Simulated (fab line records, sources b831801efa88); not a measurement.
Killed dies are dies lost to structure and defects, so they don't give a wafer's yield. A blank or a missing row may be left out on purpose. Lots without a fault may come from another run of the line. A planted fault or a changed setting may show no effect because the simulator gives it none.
Which tool did it? | flow gf180mcu | 13 lots, 39 wafers sampled, at 5 steps of a route of 602

WHAT THE GAUGES READ, wafer by wafer
GF_VT_IMPLANT_OVL_MEAS_07. Usual: VT_IMPLANT_OVL -0.1 nm, standard deviation 1.6.
lot  | measured     | on         | VT_IMPLANT_OVL (nm) | flag
L547 | day 5 15:14  | overlay-02 | -0.5 0.1 0.3        |
L548 | day 5 18:49  | overlay-02 | 2.5 3.2 1.6         |
L549 | day 6 05:50  | overlay-02 | -3.9 -3.3 -3.4      |
L550 | day 6 09:37  | overlay-01 | -1.9 -1.7 -1.6      |
L551 | day 6 17:39  | overlay-02 | -0.1 -0.5 -0.1      |
L552 | day 7 00:38  | overlay-02 | 0.5 1.0 0.2         |
L553 | day 7 07:22  | overlay-02 | 0.4 0.3 0.5         |
L554 | day 7 10:43  | overlay-02 | -0.7 0.4 -1.1       |
L556 | day 8 04:05  | overlay-02 | 1.4 -0.2 1.4        |
L559 | day 8 19:22  | overlay-01 | -0.6 1.0 0.1        |
L560 | day 8 23:23  | overlay-01 | -0.4 -0.2 -2.0      |
L569 | day 11 03:29 | overlay-02 | 1.1 0.5 1.1         |
L570 | day 11 11:17 | overlay-02 | -0.8 -0.3 0.0       |

GF_VT_IMPLANT_RS_MEAS_46: measures by four-point-probe. Usual: MVSD_RS 456.8 ohm/sq, standard deviation 1.1.
lot  | measured     | on            | MVSD_RS (ohm/sq)  | flag
L547 | day 7 14:44  | film_metro-01 | 458.1 458.2 455.4 |
L548 | day 7 18:24  | film_metro-01 | 455.3 454.8 455.2 |
L549 | day 8 05:51  | film_metro-01 | 457.6 458.3 457.7 |
L550 | day 8 09:47  | film_metro-04 | 455.7 457.3 456.3 |
L551 | day 8 17:13  | film_metro-01 | 456.6 456.3 457.1 |
L552 | day 9 01:04  | film_metro-01 | 456.7 456.1 456.5 |
L553 | day 9 06:36  | film_metro-03 | 457.3 455.6 458.7 |
L554 | day 9 11:37  | film_metro-01 | 457.4 457.3 456.9 |
L556 | day 10 07:01 | film_metro-03 | 456.3 457.8 455.6 |
L559 | day 11 00:49 | film_metro-01 | 478.6 479.3 477.0 | OFF
L560 | day 11 04:40 | film_metro-04 | 480.4 480.3 482.3 | OFF
L569 | day 13 14:35 | film_metro-04 | 456.9 457.1 458.1 |
L570 | day 13 22:40 | film_metro-01 | 457.9 456.3 459.4 |

GF_HV_LDD_THK_MEAS_55. Usual: HV_LDD_CVD_54_THK 10.00 nm, standard deviation 0.15.
lot  | measured     | on            | HV_LDD_CVD_54_THK (nm) | flag
L547 | day 12 12:37 | film_metro-01 | 10.33 10.03 10.06      |
L548 | day 12 17:36 | film_metro-04 | 10.18 9.96 10.17       |
L549 | day 13 05:51 | film_metro-04 | 10.15 10.19 10.17      |
L550 | day 13 15:13 | film_metro-01 | 9.95 10.10 9.97        |
L551 | day 13 20:55 | film_metro-01 | 10.06 10.06 9.99       |
L552 | day 14 04:32 | film_metro-03 | 9.94 10.02 9.92        |
L553 | day 14 08:28 | film_metro-03 | 10.06 9.75 9.94        |
L554 | day 14 19:28 | film_metro-01 | 9.92 10.08 9.98        |
L556 | day 15 22:09 | film_metro-04 | 9.96 9.93 10.12        |
L559 | day 16 12:57 | film_metro-04 | 10.08 9.99 10.05       |
L560 | day 16 17:43 | film_metro-03 | 9.98 10.01 10.04       |
L569 | day 19 15:14 | film_metro-04 | 10.12 9.95 10.08       |
L570 | day 20 03:18 | film_metro-03 | 9.84 9.86 9.87         |

GF_CONTACT_BOW_MEAS_05. Usual: CONTACT_BOW 64 um, standard deviation 7.2.
lot  | measured     | on            | CONTACT_BOW (um) | flag
L547 | day 15 06:05 | film_metro-01 | 62 66 62         |
L548 | day 15 11:20 | film_metro-04 | 57 60 68         |
L549 | day 16 00:24 | film_metro-01 | 54 64 66         |
L550 | day 16 11:44 | film_metro-04 | 57 61 56         |
L551 | day 16 16:53 | film_metro-03 | 76 78 65         |
L552 | day 17 01:37 | film_metro-01 | 85 64 71         |
L553 | day 17 06:11 | film_metro-01 | 63 70 59         |
L554 | day 17 16:46 | film_metro-01 | 62 73 64         |
L556 | day 18 22:37 | film_metro-01 | 58 57 59         |
L559 | day 19 15:25 | film_metro-04 | 59 67 68         |
L560 | day 19 19:35 | film_metro-01 | 66 68 60         |
L569 | day 22 19:04 | film_metro-03 | 69 70 63         |
L570 | day 23 06:37 | film_metro-03 | 65 64 71         |

WHICH TOOL RAN EACH LOT (tool, then ch and the chambers of the sampled wafers, then the start)
lot  | GF_MVSD_IMPLANT_09
L547 | implanter-03 ch 0, day 4 10:01
L548 | implanter-04 ch 0, day 4 14:49
L549 | implanter-03 ch 0, day 4 23:34
L550 | implanter-04 ch 0, day 5 03:22
L551 | implanter-04 ch 0, day 5 09:33
L552 | implanter-03 ch 0, day 5 16:29
L553 | implanter-04 ch 0, day 5 23:49
L554 | implanter-03 ch 0, day 6 02:53
L556 | implanter-03 ch 0, day 6 16:04
L559 | implanter-04 ch 0, day 7 11:15
L560 | implanter-04 ch 0, day 7 14:48
L569 | implanter-03 ch 0, day 9 15:56
L570 | implanter-03 ch 0, day 9 23:34
- GF_MVSD_IMPLANT_09

WHAT THE TOOLS THEMSELVES READ (means of the sampled wafers that have a number; where no wafer has one, the mark that the record gives instead)
GF_MVSD_IMPLANT_09. Usual: beam_energy_keV 100.00, standard deviation 0.036; dose_ions_cm2 5e+12, standard deviation 6e+09; faraday_current_uA 28.2, standard deviation 0.58.
lot  | tool         | beam_energy_keV | dose_ions_cm2 | faraday_current_uA | flag
L547 | implanter-03 | 100.01          | 5e+12         | 28.2               |
L548 | implanter-04 | 100.01          | 5e+12         | 27.8               |
L549 | implanter-03 | 99.96           | 5e+12         | 28.3               |
L550 | implanter-04 | 100.01          | 5e+12         | 27.9               |
L551 | implanter-04 | 100.02          | 5e+12         | 28.6               |
L552 | implanter-03 | 100.00          | 5e+12         | 28.1               |
L553 | implanter-04 | 100.01          | 5e+12         | 28.4               |
L554 | implanter-03 | 99.98           | 5e+12         | 27.8               |
L556 | implanter-03 | 99.93           | 5e+12         | 28.2               |
L559 | implanter-04 | 100.00          | 4e+12         | 20.3               | OFF
L560 | implanter-04 | 100.00          | 4e+12         | 20.2               | OFF
L569 | implanter-03 | 100.04          | 5e+12         | 28.5               |
L570 | implanter-03 | 99.98           | 5e+12         | 28.0               |

THE ANSWER, worked out from the rows above alone
Rule: a lot is off if the mean of its wafers that have a number lies more than 3 standard deviations from the usual mean. A lot without any number at a reading at which 4 lots or more have one is off too. The other lots that the step has rows for count as sound. The gauges are gone through in route order, then the tools' own readings, and for those a lot's mean is taken as printed above. The first step at which some lot is off is used, and at that step the reading that is off furthest; a lot without a number counts as furthest.
Off: L559, L560, at GF_VT_IMPLANT_RS_MEAS_46 (MVSD_RS).
A tool fits if, at a process step before that reading, it ran every lot that is off, and no sound lot after the first of them. The gauges at GF_VT_IMPLANT_RS_MEAS_46 aren't tried: what is off there is off at GF_MVSD_IMPLANT_09 too, on other tools, and a gauge's error can't cause that. One fits: implanter-04 at GF_MVSD_IMPLANT_09. Its last sound lot is L553 (day 5 23:49), its first lot that is off L559 (day 7 11:15): a fault that began between those two fits.
The tool's own readings at GF_MVSD_IMPLANT_09 bear it out: on the lots that are off they differ by more than 5 times the standard deviation of the sound lots' means. dose_ions_cm2 reads 4e+12 there against 5e+12 on the sound lots; faraday_current_uA reads 20.2 there against 28.2 on the sound lots.

WHAT THE SIMULATOR HAD PUT IN
Process parameter drift: implanter-04, from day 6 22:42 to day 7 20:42, at GF_MVSD_IMPLANT_09. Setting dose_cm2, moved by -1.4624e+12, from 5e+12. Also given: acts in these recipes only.
Lots struck among those shown: L559, L560. The rule above found the same.
